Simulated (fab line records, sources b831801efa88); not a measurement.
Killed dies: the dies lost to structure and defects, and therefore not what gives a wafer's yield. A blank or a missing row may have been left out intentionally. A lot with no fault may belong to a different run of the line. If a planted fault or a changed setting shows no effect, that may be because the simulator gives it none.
A lot that was struck, set against a sound lot -- flow sky130 -- 14 steps out of a route of 708
Sound: the wafers L147.3, L147.4, L147.6. Wafers L148.2, L148.4, L148.6 were the ones struck. At the end, the cause is stated.
Each step with rows lists, per side, the tool, then ch with its chambers, then its first start. Under that, the readings that differ: sound wafers -- struck wafers -- difference of the means -- sigmas: that difference in standard deviations of wafers without a fault.
alike: readings whose means differ by less than 2 such deviations, and words and numbers that are the same on both sides. not compared: withheld readings, readings that some wafer has no value for, bounds like >300 that may hide the same value, and numbers for which the record gives no deviation and whose values overlap.
A row with sigmas, a row that says differs or no value, or rows on one side alone: a step with any of these is where the two part. Numbers that have no deviation but don't overlap get no sigmas and don't part them. A reading missing from all wafers of one side parts the sides only when that side holds two or more wafers.

first, 6 steps without rows for these wafers: SKY_DNWELL_COAT_02 (resist thk 3000 nm); SKY_DNWELL_SOFTBAKE_03; SKY_DNWELL_EXPOSE_04 (exposes mask DNM, target cd 3000 nm); SKY_DNWELL_PEB_05; SKY_DNWELL_DEVELOP_06 (develop time 60 s); SKY_DNWELL_IMPLANT_07.
SKY_DNWELL_STRIP_08: strips in O2/N2.
  sound on plasma-asher-03 ch 0,1, day 5 00:41; struck on plasma-asher-03 ch 0,1, day 5 11:22
  alike: drypump-motor-current-A, oes-product-au, strip-time-to-endpoint-s
  not compared: rf-hours-counter-h
SKY_DNWELL_TW_MEAS_09:
  sound on film-metro-02, day 5 00:47; struck on film-metro-04, day 5 11:28
  alike: DNWELL_TW
then, 4 steps without rows for these wafers: SKY_PWDE_DEHYDRATE_00 (time 60 s); SKY_PWDE_HMDS_01 (prime time 60 s); SKY_PWDE_COAT_02 (resist thk 3000 nm); SKY_PWDE_SOFTBAKE_03.
SKY_PWDE_EXPOSE_04: exposes mask PWDEM, target cd 840 nm.
  struck on iline-stepper-02, day 5 20:55; sound on iline-stepper-01 ch 0, day 5 09:22
  no value came back on the struck wafers for exposure-dose-mJ-cm2, focus-offset-nm (nm), stage-vel-mm-s (mm/s); on the sound wafers exposure-dose-mJ-cm2 reads 213.83 214.04 213.94
  alike: mask
after that, 1 step had no rows for these wafers: SKY_PWDE_PEB_05.

WHERE THEY PART
At SKY_PWDE_EXPOSE_04 and nowhere else, as far as this record goes.

WHY: the cause the simulator had injected
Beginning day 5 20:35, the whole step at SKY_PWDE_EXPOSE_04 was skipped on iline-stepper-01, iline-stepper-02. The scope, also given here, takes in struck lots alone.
